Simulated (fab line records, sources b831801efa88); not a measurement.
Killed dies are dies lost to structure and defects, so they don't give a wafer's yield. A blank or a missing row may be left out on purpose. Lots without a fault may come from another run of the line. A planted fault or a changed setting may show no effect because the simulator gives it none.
Which tool did it? | flow gf180mcu | 7 lots, 20 wafers sampled, at 2 steps of a route of 602

WHAT THE GAUGES READ, wafer by wafer
GF_STI_THK_MEAS_24.
lot  | measured    | on            | STI_CVD_23_THK (nm)
L229 | day 2 08:16 | film_metro-01 | 650 658 658
L231 | day 2 19:47 | film_metro-03 | 649 643 646
L234 | day 3 14:28 | film_metro-01 | 641 639 644
L236 | day 3 21:38 | film_metro-01 | 835 837
L238 | day 4 07:40 | film_metro-02 | 647 643 655
L244 | day 5 13:16 | film_metro-02 | 651 641 656
L248 | day 6 10:23 | film_metro-01 | 649 645 656

WHICH TOOL RAN EACH LOT (tool, then ch and the chambers of the sampled wafers, then the start)
lot  | GF_STI_CVD_23
L229 | hdpcvd-02 ch 0,1,2, day 2 08:12
L231 | hdpcvd-02 ch 0,1,2, day 2 19:43
L234 | hdpcvd-02 ch 0,1,2, day 3 14:23
L236 | hdpcvd-02 ch 0, day 3 21:32
L238 | hdpcvd-01 ch 0,1,2, day 4 07:36
L244 | hdpcvd-01 ch 0,1,2, day 5 13:11
L248 | hdpcvd-01 ch 1,2, day 6 10:19
- GF_STI_CVD_23: deposits SiO2, target thk 650 nm, time 108.3 s.

THE ANSWER, worked out from the rows above alone
Rule: what is usual is taken from the lots themselves. Put in order of their means at a reading, lots are off if they are a third of the lots or fewer, leave a main group of 4 or more, and stand apart from it by a gap of 3 or more times the standard deviation of the main group's means; of several such gaps the widest counts. A main group whose means are all the same, to the digits that the tables above print for the reading, isn't used. A lot without any number at a reading at which 4 lots or more have one is off too. The other lots that the step has rows for count as sound.
Off: L236, at GF_STI_THK_MEAS_24 (STI_CVD_23_THK). The main group: mean 648 nm, standard deviation 4.2.
A tool fits if, at a process step before that reading, it ran every lot that is off, and no sound lot after the first of them. The gauges at GF_STI_THK_MEAS_24 are tried like those tools. One fits: hdpcvd-02 at GF_STI_CVD_23. Its last sound lot is L234 (day 3 14:23), its first lot that is off L236 (day 3 21:32): a fault that began between those two fits.

WHAT THE SIMULATOR HAD PUT IN
Process parameter drift: hdpcvd-02, from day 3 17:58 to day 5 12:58, at GF_STI_CVD_23. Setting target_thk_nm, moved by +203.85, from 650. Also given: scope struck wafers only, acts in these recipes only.
Lots struck among those shown: L236. The rule above found the same.
